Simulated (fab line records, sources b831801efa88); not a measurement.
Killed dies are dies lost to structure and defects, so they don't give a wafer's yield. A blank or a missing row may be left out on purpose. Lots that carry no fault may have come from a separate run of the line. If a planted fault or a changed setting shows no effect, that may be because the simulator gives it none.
Chamber matching :: flow gf180mcu :: 3 sister chambers for GF_SAB_CVD_00 on pecvd-04
The step deposits SiO2 from TEOS, target thk 50 nm, time 4.9302 s. 6 wafers are shown with their chamber, then 8 later ones without.

## WAFERS WITH THEIR CHAMBER
wafer: L877.1
chamber: 0
heater power w (W): 569

wafer: L877.2
chamber: 1
heater power w (W): 716

wafer: L879.2
chamber: 1
heater power w (W): 653

wafer: L879.4
chamber: 0
heater power w (W): 590

wafer: L879.6
chamber: 2
heater power w (W): 678

wafer: L886.2
chamber: 2
heater power w (W): 740

## WAFERS MISSING THEIR CHAMBER
wafer: L886.3
heater power w (W): 526

wafer: L886.5
heater power w (W): 538

wafer: L890.1
heater power w (W): 731

wafer: L890.3
heater power w (W): 678

wafer: L890.6
heater power w (W): 614

wafer: L891.1
heater power w (W): 701

wafer: L891.3
heater power w (W): 574

wafer: L891.6
heater power w (W): 708

## WHICH CHAMBER EACH ONE RAN IN
wafer: L886.3
from the rows above: 0
in truth: 0

wafer: L886.5
from the rows above: 0
in truth: 0

wafer: L890.1
from the rows above: can't be placed: 2 or 1
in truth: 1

wafer: L890.3
from the rows above: can't be placed: 1 or 2
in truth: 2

wafer: L890.6
from the rows above: can't be placed: 0 or 1 or 2
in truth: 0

wafer: L891.1
from the rows above: can't be placed: 2 or 1
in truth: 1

wafer: L891.3
from the rows above: 0
in truth: 0

wafer: L891.6
from the rows above: can't be placed: 2 or 1
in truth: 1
Correctly placed: 3 of 8. Unplaceable from these rows: 5, with the true chamber sitting among the candidates in 5. Wrongly placed: 0.
How it was worked out, from the rows above alone: a wafer's distance from a chamber is the root of the sum, over the readings, of the square of ((its reading less the chamber's mean) divided by the reading's scatter). If the next closest chamber is less than 2 further off than the closest, the wafer can't be placed; otherwise it belongs to the closest. The mean given for a chamber averages the wafers shown for that chamber. The scatter: the root of (the sum of the squares of (reading less its chamber's mean) over the shown wafers, divided by (wafers less chambers)).
